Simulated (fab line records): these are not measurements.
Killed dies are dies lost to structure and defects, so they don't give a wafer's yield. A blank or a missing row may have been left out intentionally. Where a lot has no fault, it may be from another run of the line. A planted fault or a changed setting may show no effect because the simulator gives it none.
Matching of chambers :: flow sky130 :: SKY_PASSIVATION_CVD_02 on pecvd-01 has 3 sister chambers
The step deposits Si3N4, target thk 540 nm. 14 wafers are shown with their chamber, then 7 later ones without.

WAFERS WITH THEIR CHAMBER
wafer: L687.1
chamber: 1
heater power w (W): 655

wafer: L687.2
chamber: 2
heater power w (W): 836

wafer: L687.3
chamber: 1
heater power w (W): 662

wafer: L688.1
chamber: 2
heater power w (W): 864

wafer: L688.4
chamber: 1
heater power w (W): 669

wafer: L688.5
chamber: 0
heater power w (W): 928

wafer: L689.4
chamber: 0
heater power w (W): 884

wafer: L689.5
chamber: 2
heater power w (W): 719

wafer: L689.6
chamber: 1
heater power w (W): 546

wafer: L690.1
chamber: 1
heater power w (W): 679

wafer: L690.4
chamber: 1
heater power w (W): 542

wafer: L690.5
chamber: 2
heater power w (W): 788

wafer: L696.1
chamber: 0
heater power w (W): 862

wafer: L696.2
chamber: 2
heater power w (W): 808

SIGNATURES (averages over the wafers above)
reading: heater power w
chamber 0: 891.33
chamber 1: 625.50
chamber 2: 803.00
scatter within a chamber: 56.1
Rule: for a wafer and a chamber, the distance is found by dividing, reading by reading, the gap between the wafer's reading and the chamber's mean by the reading's scatter, squaring, summing and taking the root. The wafer belongs to the nearest chamber; if the next one is less than 2 further off, it can't be placed. How the scatter is found: for the shown wafers, subtract from each reading the mean of its chamber, square and add these, divide the total by (wafers less chambers), then take the root.

WAFERS MISSING THEIR CHAMBER
wafer: L696.4
heater power w (W): 670

wafer: L697.2
heater power w (W): 740

wafer: L697.3
heater power w (W): 677

wafer: L697.4
heater power w (W): 552

wafer: L705.1
heater power w (W): 946

wafer: L705.2
heater power w (W): 555

wafer: L705.6
heater power w (W): 607

WHICH CHAMBER EACH WENT THROUGH
wafer: L696.4
from the rows above: can't be placed: 1 or 2
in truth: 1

wafer: L697.2
from the rows above: can't be placed: 2 or 1 or 0
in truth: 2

wafer: L697.3
from the rows above: can't be placed: 1 or 2
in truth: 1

wafer: L697.4
from the rows above: 1
in truth: 1

wafer: L705.1
from the rows above: can't be placed: 0 or 2
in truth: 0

wafer: L705.2
from the rows above: 1
in truth: 1

wafer: L705.6
from the rows above: 1
in truth: 1
Correctly placed: 3 of 7. From these rows, 4 cannot be placed; in 4 the true chamber is one of the candidates. Number placed wrongly: 0.
